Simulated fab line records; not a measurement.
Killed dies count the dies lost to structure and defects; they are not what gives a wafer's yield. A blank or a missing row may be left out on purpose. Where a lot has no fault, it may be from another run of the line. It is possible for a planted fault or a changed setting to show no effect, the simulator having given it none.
A single fault, viewed from 2 desks	flow sky130	every desk sees just its own numbers, and what lay behind them comes last

## DESK OF THE TOOL OWNER: rie-metal-01
The tool's own readings at SKY_METAL1_METAL_ETCH_19 (etches the open film in Cl2/BCl3, stops on SiO2, target depth 360 nm, time 78 s): means of the sampled wafers that have a number, for each lot that ran on this tool. The brackets show how far a lot's mean lies from the usual mean; more than 4 standard deviations puts the lot out of limits, marked OUT.
Columns: A = drypump-motor-current-A at SKY_METAL1_METAL_ETCH_19, usual 5.62 A; B = oes-product-au at SKY_METAL1_METAL_ETCH_19, usual 0.854 a.u.; C = throttle-valve-pct at SKY_METAL1_METAL_ETCH_19, usual 22.264 %
lot	first seen here	A	B	C
L910	day 32 20:08	5.42	0.854	22.260
L911	day 33 12:43	5.57	0.844	22.257
L917	day 34 23:53	5.49	0.850	22.257
L918	day 35 04:52	5.41	0.853	22.263
L919	day 35 12:07	5.56	0.854	22.259
L929	day 38 13:19	5.51	0.850	22.260
Result from this desk: across the 6 lots, nothing is out of limits.

## AT THE METROLOGY DESK
What the gauges read, lot by lot, whatever tool the lot ran on: means of the sampled wafers that have a number. The brackets show how far a lot's mean lies from the usual mean; more than 4 standard deviations puts the lot out of limits, marked OUT.
Columns: A = LI_CONTACT_OVL at SKY_LI_CONTACT_OVL_MEAS_13, usual -2 nm; B = LI_CONTACT_W_RS at SKY_LI_CONTACT_RS_MEAS_22, usual 0.287 ohm/sq; C = PASSIVATION_CVD_00_THK at SKY_PASSIVATION_THK_MEAS_01, usual 90.6 nm
lot	first seen here	A	B	C
L910	day 29 03:58	-2	0.289	90.6
L911	day 29 21:58	-7	0.288	90.7
L917	day 31 11:22	-11	0.290	90.6
L918	day 31 16:13	-1	0.283	90.6
L919	day 31 23:42	1	0.285	90.7
L920	day 32 08:52	0	0.287	90.1
L922	day 32 21:17	4	0.287	90.0
L925	day 33 18:46	-1	0.284	91.9
L927	day 34 17:22	-9	0.287	91.0
L928	day 34 22:27	-2	0.286	91.2
L929	day 35 04:49	-7	0.284	90.1
L930	day 35 14:46	-6	0.292	90.2
L931	day 35 23:10	-0	0.283	91.0
L932	day 36 02:37	-5	0.289	90.5
L933	day 36 11:43	-2	0.286	89.9
Result from this desk: across the 15 lots, nothing is out of limits.

## TAKEN TOGETHER
Nothing out of limits was seen by the tool owner's desk.
From the metrology desk's view, nothing was out of limits.

## WHAT THE SIMULATOR HAD PUT IN
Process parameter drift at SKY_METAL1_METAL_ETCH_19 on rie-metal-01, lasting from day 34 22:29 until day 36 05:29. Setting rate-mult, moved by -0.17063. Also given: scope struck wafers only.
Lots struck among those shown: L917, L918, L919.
